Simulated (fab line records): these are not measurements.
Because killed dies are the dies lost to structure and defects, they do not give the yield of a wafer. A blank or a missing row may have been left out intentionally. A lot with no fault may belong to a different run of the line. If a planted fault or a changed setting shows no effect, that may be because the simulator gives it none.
Problem report in the 8D (eight disciplines) form, filled by code || flow sky130 || the parts of the form that need people (team, actions taken, sign-off) are left out

## 1. THE PROBLEM
oes product au at SKY_CONTACT_ETCH_16 reads a mean of 0.942 a.u. on 6 wafers of 2 lots; wafers without a fault read 0.855 a.u. with a standard deviation of 0.0048. Relative to the usual mean, that is a shift of +18 standard deviations.
The step: etches BARC in N2/H2, stops on SiO2, time 45.9 s, target depth 60 nm.
Seen first at day 35 11:32 on rie diel-04, wafer L188.3. The record has a number at this step for 39 wafers belonging to 13 lots. The rule behind "out" and "out of limits": a value lying over 4 standard deviations away from the usual mean. All remaining wafers that have a number are taken as sound.

## 2. WHAT IT IS, WHAT IT ISN'T
{"question": "which readings at this step", "is": "oes product au", "is not": "bias w, drypump motor current A"}
{"question": "which lots", "is": "L188, L190", "is not": "L177, L178, L179, L180, L181, L192, L193, L196, L197, L199, L200"}
{"question": "which wafers of those lots", "is": "all that have a number", "is not": "-"}
{"question": "read on which tools", "is": "rie diel-04", "is not": "rie diel-01, rie diel-02"}
{"question": "when", "is": "from day 35 11:32", "is not": "up to then (15 sound wafers); but 18 sound wafers of L192, L193, L196, L197, L199, L200 came after"}

## 3. THE SUSPECTS, EACH WITH WHAT RULES IT OUT
Counting: any tool at a process step up to the reading is kept as a suspect provided that every lot that is out went through it and no sound lot did after the first of them.
- litho track-03 at SKY_CONTACT_COAT_08 (resist thk 60 nm): kept. All lots that are out passed through it, beginning with L188 at day 34 22:03, and no sound lot followed; its final sound lot before that point was L180 at day 32 07:21.
- rie diel-04 at SKY_CONTACT_ETCH_16 (etches BARC in N2/H2, stops on SiO2, time 45.9 s, target depth 60 nm): kept. All lots that are out passed through it, beginning with L188 at day 35 11:32, and no sound lot followed; its final sound lot before that point was L180 at day 32 21:35. On those wafers its own readings are out: oes product au.
What counting leaves: litho track-03 at SKY_CONTACT_COAT_08 and rie diel-04 at SKY_CONTACT_ETCH_16.

## 4. THE CAUSE (what the simulator had put in)
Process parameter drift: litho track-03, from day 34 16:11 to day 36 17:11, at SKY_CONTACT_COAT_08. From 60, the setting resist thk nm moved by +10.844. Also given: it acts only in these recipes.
Counting leaves 2 suspects; this tool is one of them.

## 5. SEQUENCE OF EFFECTS, ordered by route
Each row: a reading whose mean over the struck wafers that have a number lies more than 3 standard deviations from the usual. Only readings whose record carries a usual standard deviation are examined. hours: median over the lots of the time between each lot's start at the first step of this table that gives one and its start at this step. sigmas: the change, counted in usual standard deviations.
{"hours": 0, "step": "SKY_CONTACT_ETCH_16", "reading": "oes product au", "usual": "0.855 a.u.", "on struck wafers": 0.942, "change": "+0.087", "sigmas": "+18"}
{"hours": 0, "step": "SKY_CONTACT_STRIP_19", "reading": "strip time to endpoint s", "usual": "3.659 s", "on struck wafers": 3.809, "change": "+0.150", "sigmas": "+6.8"}
Its process steps:
- SKY_CONTACT_ETCH_16: etches BARC in N2/H2, stops on SiO2, time 45.9 s, target depth 60 nm.
- SKY_CONTACT_STRIP_19: strips in O2/N2.

## 6. WHAT WOULD HAVE CAUGHT IT SOONER
First out-of-limits reading in this record: day 35 11:32, which is 19 hours after fault onset at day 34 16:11.
All the lots that are out (2) had begun SKY_CONTACT_COAT_08 on litho track-03 by day 35 11:32. Holding the tool at that point would not have protected any of them.
